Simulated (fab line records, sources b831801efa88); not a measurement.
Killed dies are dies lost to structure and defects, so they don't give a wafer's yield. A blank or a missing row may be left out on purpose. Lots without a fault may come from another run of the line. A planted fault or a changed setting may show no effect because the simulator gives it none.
fab line records | flow gf180mcu
record lots=13 wafers=38 last_day=34
route steps=602 shown V2@387
lots that met no fault: from a run of the same line without faults
start_h: hours from the record's first day to the start of the lot's first wafer shown | wait_h: hours since the lot's step before | " the same as in the row above | L1.1+2: a row that stands for several wafers | - no value, or no start given | * or withheld: withheld | < > ~ a bound
route shown NAME@n: a module of which the file shows steps, and the number in the route of the first | usual: mean/standard deviation of fault-free wafers | same: alike in all rows | chamber/n: place in a boat | sites: the reading at each site | _std_site: their standard deviation | _edge_site: outer sites' mean less inner sites' | radius_mm: how far each site lies from the wafer's centre | mask NAME#n: copy n | behind: the tool/chamber that last shaped the wafer | hold: why the lot was held/for how many hours/how that ended | device: the transistor (n, p or np) that didn't switch | end of line: the same wafers' tests at the end of the route | a step without rows: its recipe alone | killed: dies lost to structure and defects at the first sort, not the wafer's yield | map: a wafer's dies, x killed, . not, _ none there
set.NAME: the setting as run; set.NAME@STEP: as run at that earlier step | model.NAME: the simulator's own value behind a step, which no gauge read
steps of the route over a sample of lots; a table a step, a row a wafer
services: from which hour (start_h, from the record's first day; less than 0 if before it) a tool's chamber was out of use, for how many hours, and why
## steps
# step GF_V2_BOW_MEAS_05
# recipe mode=bow
# usual V2_BOW=99/8.1
# columns lot.wafer tool chamber start_h wait_h V2_BOW[um]
L619.1 film_metro-02 - 432.66 0.1 93
L619.3 " - " " 85
L619.6 " - " " 88
L620.2 film_metro-02 - 448.36 0.3 108
L620.3 " - " " 102
L620.4 " - " " 97
L621.1 film_metro-02 - 449.96 0.2 104
L621.3 " - " " 93
L621.4 " - " " 92
L622.3 film_metro-02 - 456.90 0.1 94
L622.4 " - " " 98
L622.6 " - " " 95
L623.2 film_metro-04 - 468.09 0.3 105
L623.5 " - " " 99
L623.6 " - " " 84
L624.1 film_metro-01 - 475.05 0.2 107
L624.4 " - " " 99
L624.6 " - " " 104
L625.4 film_metro-02 - 481.43 0.2 86
L625.5 " - " " 98
L625.6 " - " " 95
L626.2 film_metro-04 - 496.93 0.2 97
L626.3 " - " " 94
L626.4 " - " " 92
L634.1 film_metro-02 - 572.96 0.1 103
L634.6 " - " " 105
L639.3 film_metro-01 - 598.32 0.3 96
L639.4 " - " " 101
L639.6 " - " " 103
L640.2 film_metro-02 - 608.36 0.2 104
L640.5 " - " " 96
L640.6 " - " " 92
L641.1 film_metro-01 - 610.07 0.1 93
L641.3 " - " " 116
L641.5 " - " " 116
L642.3 film_metro-01 - 621.37 0.3 97
L642.4 " - " " 91
L642.6 " - " " 92
# step GF_V2_ETCH_17
# recipe chemistry=C4F8/O2/Ar mask_material=KrF target=SiO2 stop_on=TiN source_w=1500 bias_w=1200 pressure_mtorr=40 c4f8_flow_sccm=withheld O2_flow_sccm=6 Ar_flow_sccm=300 time_s=withheld target_depth_a=6300
# usual oes_product_au=0.856/0.0044
# columns lot.wafer tool chamber start_h wait_h oes_product_au
L619.1 rie_diel-02 0 - - 0.858
L619.3 " 3 " " 0.857
L619.6 " 0 " " 0.852
L620.2 rie_diel-02 3 - - 0.851
L620.3 " 0 " " 0.853
L620.4 " 2 " " 0.861
L621.1 rie_diel-02 0 - - 0.847
L621.3 " 3 " " 0.859
L621.4 " 0 " " 0.859
L622.3 rie_diel-01 0 - - 0.856
L622.4 " 1 " " 0.856
L622.6 " 0 " " 0.851
L623.2 rie_diel-02 2 - - 0.855
L623.5 " 2 " " 0.862
L623.6 " 1 " " 0.858
L624.1 rie_diel-01 3 - - 0.852
L624.4 " 2 " " 0.852
L624.6 " 0 " " 0.851
L625.4 rie_diel-04 1 - - 0.857
L625.5 " 2 " " 0.862
L625.6 " 1 " " 0.860
L626.2 rie_diel-01 1 - - 0.852
L626.3 " 3 " " 0.854
L626.4 " 0 " " 0.853
L634.1 rie_diel-02 2 - - 0.857
L634.6 " 0 " " 0.864
L639.3 rie_diel-02 1 - - 0.849
L639.4 " 2 " " 0.855
L639.6 " 2 " " 0.851
L640.2 rie_diel-02 2 - - 0.850
L640.5 " 1 " " 0.852
L640.6 " 0 " " 0.858
L641.1 rie_diel-01 0 - - 0.858
L641.3 " 1 " " 0.852
L641.5 " 1 " " 0.853
L642.3 rie_diel-04 3 - - 0.848
L642.4 " 2 " " 0.862
L642.6 " 3 " " 0.854
# step GF_V2_SPUTTER_21
# recipe material=Ti target_thk_nm=15 chamber_pressure_pa=5 power_w=2500 substrate_temp_c=200 time_s=80.02
# usual substrate_temp_c=200.01/0.16 throttle_valve_pct=30.3/0.85
# same time_s=80.02
# columns lot.wafer tool chamber start_h wait_h substrate_temp_c throttle_valve_pct
L619.1 pvd_sputter-01 - 458.61 0.0 200.08 29.7
L619.3 " - " " 199.81 30.5
L619.6 " - " " 200.00 30.5
L620.2 pvd_sputter-04 - 474.63 0.0 200.27 29.5
L620.3 " - " " 199.77 30.9
L620.4 " - " " 199.85 31.4
L621.1 pvd_sputter-01 - 475.60 0.0 200.04 30.0
L621.3 " - " " 200.25 29.7
L621.4 " - " " 200.30 30.4
L622.3 pvd_sputter-01 - 482.50 0.0 199.99 30.6
L622.4 " - " " 200.23 30.3
L622.6 " - " " 200.11 29.9
L623.2 pvd_sputter-03 - 493.64 0.0 200.07 28.3
L623.5 " - " " 200.07 30.5
L623.6 " - " " 199.99 28.3
L624.1 pvd_sputter-01 - 499.75 0.0 200.34 30.2
L624.4 " - " " 199.92 30.3
L624.6 " - " " 200.18 30.2
L625.4 pvd_sputter-04 - 505.74 0.0 200.23 30.6
L625.5 " - " " 200.12 30.4
L625.6 " - " " 200.25 31.1
L626.2 pvd_sputter-04 - 520.71 0.0 200.05 31.0
L626.3 " - " " 200.33 31.1
L626.4 " - " " 199.86 30.6
L634.1 pvd_sputter-03 - 594.95 0.0 200.09 29.6
L634.6 " - " " 199.87 31.5
L639.3 pvd_sputter-01 - 619.38 0.0 200.25 29.5
L639.4 " - " " 200.13 30.3
L639.6 " - " " 200.11 31.1
L640.2 pvd_sputter-03 - 628.43 0.0 200.18 29.5
L640.5 " - " " 200.04 31.5
L640.6 " - " " 200.14 30.3
L641.1 pvd_sputter-01 - 631.00 0.0 199.99 30.7
L641.3 " - " " 200.00 29.7
L641.5 " - " " 200.08 30.4
L642.3 pvd_sputter-01 - 642.47 0.0 200.03 31.3
L642.4 " - " " 199.87 29.6
L642.6 " - " " 200.26 30.0
# step GF_V2_CMP_26
# recipe stop_on=SiO2 down_force_psi=3.5 platen_rpm=60 t_overpolish_s=15 target_thk_nm=0 pad_velocity_m_s=0.94248
# usual motor_current_A=11.1/1.2 overpolish_run_s=14.999/0.0081 time_to_endpoint_s=84/3.7
# columns lot.wafer tool chamber start_h wait_h motor_current_A overpolish_run_s time_to_endpoint_s
L619.3 cmp-01 3 459.08 0.1 13.0 14.977 89
L619.1 " 1 " " 8.8 14.993 91
L619.6 " 2 " " 10.6 14.998 82
L620.4 cmp-01 1 475.02 0.0 9.0 15.006 84
L620.3 " 2 " " 10.2 14.996 78
L620.2 " 0 " " 11.2 14.996 83
L621.4 cmp-02 2 475.99 0.0 12.2 14.999 84
L621.3 " 0 " " 11.7 14.992 85
L621.1 " 1 " " 10.5 15.009 90
L622.3 cmp-01 2 482.99 0.1 10.9 14.987 77
L622.4 " 3 " " 12.5 14.997 83
L622.6 " 1 " " 9.5 15.009 88
L623.2 cmp-02 1 494.03 0.0 11.3 14.989 86
L623.5 " 1 " " 11.1 14.998 86
L623.6 " 2 " " 12.5 14.995 81
L624.4 cmp-02 1 500.19 0.1 10.6 15.005 84
L624.1 " 3 " " 11.7 14.992 83
L624.6 " 1 " " 11.3 15.006 84
L625.4 cmp-01 1 506.13 0.0 8.9 14.990 89
L625.5 " 1 " " 9.1 15.007 88
L625.6 " 2 " " 10.6 15.001 79
L626.4 cmp-01 1 521.26 0.1 9.0 14.990 88
L626.3 " 2 " " 10.7 14.987 80
L626.2 " 3 " " 12.6 15.004 89
L634.1 cmp-01 1 595.45 0.2 9.0 14.996 86
L634.6 " 3 " " 12.3 0.045 129
L639.4 cmp-02 1 619.82 0.0 11.2 14.999 83
L639.3 " 2 " " 13.0 15.000 82
L639.6 " 2 " " 12.4 15.000 83
L640.2 cmp-02 3 628.97 0.2 11.3 15.004 81
L640.5 " 0 " " 11.8 14.995 79
L640.6 " 1 " " 11.2 15.005 88
L641.1 cmp-02 2 631.39 0.1 12.5 14.994 81
L641.3 " 0 " " 11.0 14.989 81
L641.5 " 2 " " 12.6 15.001 81
L642.4 cmp-02 2 642.96 0.1 13.2 14.987 86
L642.3 " 3 " " 12.2 15.000 81
L642.6 " 1 " " 10.3 14.995 84
## services
# columns tool chamber start_h hours kind
cmp-02 - 445.28 6.0 repair
rie_diel-01 3 446.63 5.2 repair
rie_diel-01 - 450.68 14.6 pm
pvd_sputter-04 - 453.67 3.3 repair
pvd_sputter-04 - 466.23 4.7 repair
rie_diel-02 1 472.38 3.0 repair
cmp-01 - 476.46 0.6 repair
pvd_sputter-04 - 477.25 3.8 repair
rie_diel-01 1 493.76 2.5 repair
cmp-01 - 499.92 4.3 repair
rie_diel-04 2 534.24 12.8 repair
cmp-01 - 546.27 3.5 pm
rie_diel-04 3 549.12 12.2 repair
rie_diel-02 2 550.90 3.1 repair
rie_diel-04 2 568.54 10.3 repair
rie_diel-04 0 572.67 7.4 repair
cmp-02 - 572.96 4.0 pm
cmp-01 - 581.20 9.3 pm
cmp-02 - 606.46 4.9 pm
pvd_sputter-04 - 617.04 4.0 repair
pvd_sputter-03 - 622.75 1.1 repair
cmp-02 - 633.80 1.2 repair
rie_diel-01 0 633.83 8.7 repair
cmp-01 - 637.64 6.8 pm
## key
first_sign step=GF_V2_CMP_26 reading=overpolish_run_s direction=down sigmas=99+ usual=14.999 struck=0.045
effect step=GF_V2_CMP_26 reading=time_to_endpoint_s direction=up sigmas=12 usual=* struck=*
met_at GF_V2_CMP_26
struck_lots L634
struck_wafers L634.6
later_rows_left_out L634.6
sort_left_out L634.6
not_acting_at GF_V2_BOW_MEAS_05,GF_V2_ETCH_17,GF_V2_SPUTTER_21
onset_between 521.26 595.45
fault kind=process_parameter_drift tool=cmp-01 chamber=- onset_h=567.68 steps=GF_V2_CMP_26 channel=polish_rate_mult offset=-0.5 shape=step end_h=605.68 scope=struck_wafers_only
# sort_left_out: the simulated sort isn't trusted on such a fault, so these wafers' sort isn't shown, and their yield isn't known
# later_rows_left_out: the simulator's readings of these wafers behind a module that went badly wrong aren't trusted and aren't shown, but for the sort
